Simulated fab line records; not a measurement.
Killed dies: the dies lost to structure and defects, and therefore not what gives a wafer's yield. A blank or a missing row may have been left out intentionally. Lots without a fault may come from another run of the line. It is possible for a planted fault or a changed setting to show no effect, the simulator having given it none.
Which tool was responsible? :: flow gf180mcu :: 12 lots, 36 wafers sampled, at 3 steps of a route of 602

## WHAT THE GAUGES SHOWED, per wafer
GF_V2_OVL_MEAS_15.
lot: L360
measured: day 21 02:07
on: overlay-01
V2_OVL (nm): 3 3 7

lot: L361
measured: day 21 09:04
on: overlay-02
V2_OVL (nm): -5 -7 -8

lot: L362
measured: day 21 18:39
on: overlay-01
V2_OVL (nm): 4 5 3

lot: L364
measured: day 22 11:16
on: overlay-01
V2_OVL (nm): 0 10 0

lot: L366
measured: day 23 09:18
on: overlay-01
V2_OVL (nm): -2 -5 2

lot: L369
measured: day 24 09:26
on: overlay-01
V2_OVL (nm): -2 -2 -2

lot: L370
measured: day 24 15:28
on: overlay-01
V2_OVL (nm): -4 -2 0

lot: L374
measured: day 25 21:13
on: overlay-01
V2_OVL (nm): -10 -14 -9

lot: L375
measured: day 26 05:01
on: overlay-01
V2_OVL (nm): 2 1 -2

lot: L376
measured: day 26 14:58
on: overlay-01
V2_OVL (nm): -7 -5 -5

lot: L378
measured: day 26 23:58
on: overlay-01
V2_OVL (nm): 1 3 -3

lot: L380
measured: day 27 17:52
on: overlay-01
V2_OVL (nm): 5 9 5

## WHICH TOOL RAN EACH LOT (tool, then ch and the chambers of the sampled wafers, then the start)
lot: L360
GF_V1_SPUTTER_21: pvd_sputter-01, day 18 23:13
GF_V2_CMP_04: cmp-01 ch 0,2,3, day 20 01:11

lot: L361
GF_V1_SPUTTER_21: pvd_sputter-02, day 19 06:37
GF_V2_CMP_04: cmp-01 ch 0,3, day 20 08:15

lot: L362
GF_V1_SPUTTER_21: pvd_sputter-04, day 19 16:20
GF_V2_CMP_04: cmp-01 ch 0,3, day 20 18:05

lot: L364
GF_V1_SPUTTER_21: pvd_sputter-01, day 20 09:35
GF_V2_CMP_04: cmp-01 ch 0,1, day 21 11:49

lot: L366
GF_V1_SPUTTER_21: pvd_sputter-02, day 21 07:56
GF_V2_CMP_04: cmp-01 ch 0,1, day 22 09:27

lot: L369
GF_V1_SPUTTER_21: pvd_sputter-04, day 22 09:34
GF_V2_CMP_04: cmp-01 ch 0,3, day 23 10:45

lot: L370
GF_V1_SPUTTER_21: pvd_sputter-04, day 22 16:12
GF_V2_CMP_04: cmp-02 ch 0,1,2, day 23 16:43

lot: L374
GF_V1_SPUTTER_21: pvd_sputter-04, day 23 23:37
GF_V2_CMP_04: cmp-01 ch 0,3, day 24 23:37

lot: L375
GF_V1_SPUTTER_21: pvd_sputter-01, day 24 07:41
GF_V2_CMP_04: cmp-01 ch 0,2, day 25 07:12

lot: L376
GF_V1_SPUTTER_21: pvd_sputter-01, day 24 18:24
GF_V2_CMP_04: cmp-02 ch 1,2,3, day 25 17:19

lot: L378
GF_V1_SPUTTER_21: pvd_sputter-02, day 25 04:32
GF_V2_CMP_04: cmp-02 ch 0,2,3, day 26 03:36

lot: L380
GF_V1_SPUTTER_21: pvd_sputter-02, day 25 23:32
GF_V2_CMP_04: cmp-02 ch 0,2,3, day 26 21:47
- GF_V1_SPUTTER_21: material Ti, target thk 15 nm, time 80.02 s.
- GF_V2_CMP_04: polishes SiO2.

## AS READ BY THE TOOLS THEMSELVES (means over the sampled wafers that have a number; for cases with no such wafer, the mark the record gives instead)
GF_V1_SPUTTER_21.
lot: L360
tool: pvd_sputter-01
throttle_valve_pct (%): 30.2

lot: L361
tool: pvd_sputter-02
throttle_valve_pct (%): 30.6

lot: L362
tool: pvd_sputter-04
throttle_valve_pct (%): 29.7

lot: L364
tool: pvd_sputter-01
throttle_valve_pct (%): 29.6

lot: L366
tool: pvd_sputter-02
throttle_valve_pct (%): 30.4

lot: L369
tool: pvd_sputter-04
throttle_valve_pct (%): 29.2

lot: L370
tool: pvd_sputter-04
throttle_valve_pct (%): 29.1

lot: L374
tool: pvd_sputter-04
throttle_valve_pct (%): 30.2

lot: L375
tool: pvd_sputter-01
throttle_valve_pct (%): 29.7

lot: L376
tool: pvd_sputter-01
throttle_valve_pct (%): 30.0

lot: L378
tool: pvd_sputter-02
throttle_valve_pct (%): 30.9

lot: L380
tool: pvd_sputter-02
throttle_valve_pct (%): 30.2

GF_V2_CMP_04.
lot: L360
tool: cmp-01
edge_zone_pressure_frac: 1.001
motor_current_A (A): 11.5
time_to_endpoint_s (s): 82

lot: L361
tool: cmp-01
edge_zone_pressure_frac: 1.002
motor_current_A (A): 10.9
time_to_endpoint_s (s): 84

lot: L362
tool: cmp-01
edge_zone_pressure_frac: 0.999
motor_current_A (A): 11.0
time_to_endpoint_s (s): 81

lot: L364
tool: cmp-01
edge_zone_pressure_frac: 0.998
motor_current_A (A): 11.1
time_to_endpoint_s (s): 79

lot: L366
tool: cmp-01
edge_zone_pressure_frac: 0.997
motor_current_A (A): 11.1
time_to_endpoint_s (s): 85

lot: L369
tool: cmp-01
edge_zone_pressure_frac: 1.000
motor_current_A (A): 10.9
time_to_endpoint_s (s): 85

lot: L370
tool: cmp-02
edge_zone_pressure_frac: 1.000
motor_current_A (A): 11.9
time_to_endpoint_s (s): 84

lot: L374
tool: cmp-01
edge_zone_pressure_frac: 1.002
motor_current_A (A): 11.2
time_to_endpoint_s (s): 55

lot: L375
tool: cmp-01
edge_zone_pressure_frac: 1.003
motor_current_A (A): 11.4
time_to_endpoint_s (s): 66

lot: L376
tool: cmp-02
edge_zone_pressure_frac: 1.002
motor_current_A (A): 13.2
time_to_endpoint_s (s): 77

lot: L378
tool: cmp-02
edge_zone_pressure_frac: 0.999
motor_current_A (A): 12.6
time_to_endpoint_s (s): 74

lot: L380
tool: cmp-02
edge_zone_pressure_frac: 1.004
motor_current_A (A): 13.1
time_to_endpoint_s (s): 79

## THE ANSWER, worked out from the rows above alone
Rule: the lots themselves supply what counts as usual. Put in order of their means at a reading, lots are off if they are a third of the lots or fewer, leave a main group of 4 or more, and stand apart from it by a gap of 3 or more times the standard deviation of the main group's means; of several such gaps the widest counts. A main group is skipped when, at the precision printed for the reading in the tables above, its means are all equal. Also off: a lot with no number at a reading for which 4 or more lots have one. Any other lot the step has rows for is counted as sound. Order of review: gauges by route order, followed by the tools' own readings, for which a lot's mean as printed above is used. The first step at which some lot is off is used, and at that step the reading that is off furthest; a lot without a number counts as furthest.
Nothing can be told from this: no lot is off at any reading shown.

## WHAT HAD BEEN PUT IN BY THE SIMULATOR
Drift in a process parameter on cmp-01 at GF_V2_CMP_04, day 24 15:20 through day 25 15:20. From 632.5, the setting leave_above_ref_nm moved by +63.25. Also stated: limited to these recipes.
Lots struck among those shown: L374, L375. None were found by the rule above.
